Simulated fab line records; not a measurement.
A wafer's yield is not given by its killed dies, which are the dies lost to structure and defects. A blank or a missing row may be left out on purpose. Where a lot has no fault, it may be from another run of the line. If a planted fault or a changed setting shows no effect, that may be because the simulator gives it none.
A single fault, viewed from 2 desks | flow sky130 | each desk has only its own numbers; what lay behind them comes last

## THE METROLOGY DESK
Lot by lot, what the gauges showed, no matter which tool ran the lot: averages of those sampled wafers that carry a number. The brackets show how far a lot's mean lies from the usual mean; more than 4 standard deviations puts the lot out of limits, marked OUT.
Columns: A = cd nm at SKY_CONTACT_CD_MEAS_14, usual 169.8 nm
lot  | first seen here | A
L601 | day 32 00:47    | 168.8
L600 | day 32 02:44    | 170.1
L604 | day 32 20:07    | 170.4
L607 | day 34 12:46    | 170.4
L609 | day 35 21:34    | 169.2
L608 | day 36 00:15    | 170.5
L615 | day 37 13:50    | 169.5
L618 | day 37 19:47    | 169.7
L617 | day 37 22:15    | 170.1
L620 | day 38 05:35    | 169.6
L619 | day 38 09:33    | 170.0
Result from this desk: across the 11 lots, nothing is out of limits.

## THE TOOL OWNER'S DESK: litho track-02
The tool's own readings at SKY_VT_ADJUST_LVTN_COAT_13 (resist thk 1140 nm): means of the sampled wafers that have a number, for each lot that ran on this tool. The brackets show how far a lot's mean lies from the usual mean; more than 4 standard deviations puts the lot out of limits, marked OUT.
Columns: A = resist line temp C at SKY_VT_ADJUST_LVTN_COAT_13, usual 22.99 C; B = spin speed rpm at SKY_VT_ADJUST_LVTN_COAT_13, usual 3000.3 rpm
lot  | first seen here | A     | B
L600 | day 7 01:01     | 23.04 | 3000.3
L607 | day 9 17:19     | 23.06 | 3001.5
L608 | day 10 12:11    | 23.05 | 3001.9
L617 | day 12 17:32    | 23.03 | 3124.1 (+65) OUT
L619 | day 12 22:43    | 22.89 | 3128.2 (+67) OUT
This desk finds L617, L619 out of limits, L617 being first, at day 12 17:32 (spin speed rpm at SKY_VT_ADJUST_LVTN_COAT_13). Within limits: L600, L607, L608.

## BROUGHT TOGETHER
An alarm could have come from the tool owner's desk at day 12 17:32, on L617, L619.
Metrology desk: nothing out of limits seen.
The metrology desk holds a record of L617, L619, inside its limits.
Every lot named ran SKY_VT_ADJUST_LVTN_COAT_13 on litho track-02.

## WHAT THE SIMULATOR HAD INSERTED
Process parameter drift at SKY_VT_ADJUST_LVTN_COAT_13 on litho track-02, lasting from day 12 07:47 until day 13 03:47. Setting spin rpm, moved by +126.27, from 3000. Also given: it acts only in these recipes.
Shown lots that were struck: L617, L619.
Hours from the fault's start to each desk's first reading out of limits: the tool owner's desk, 10.
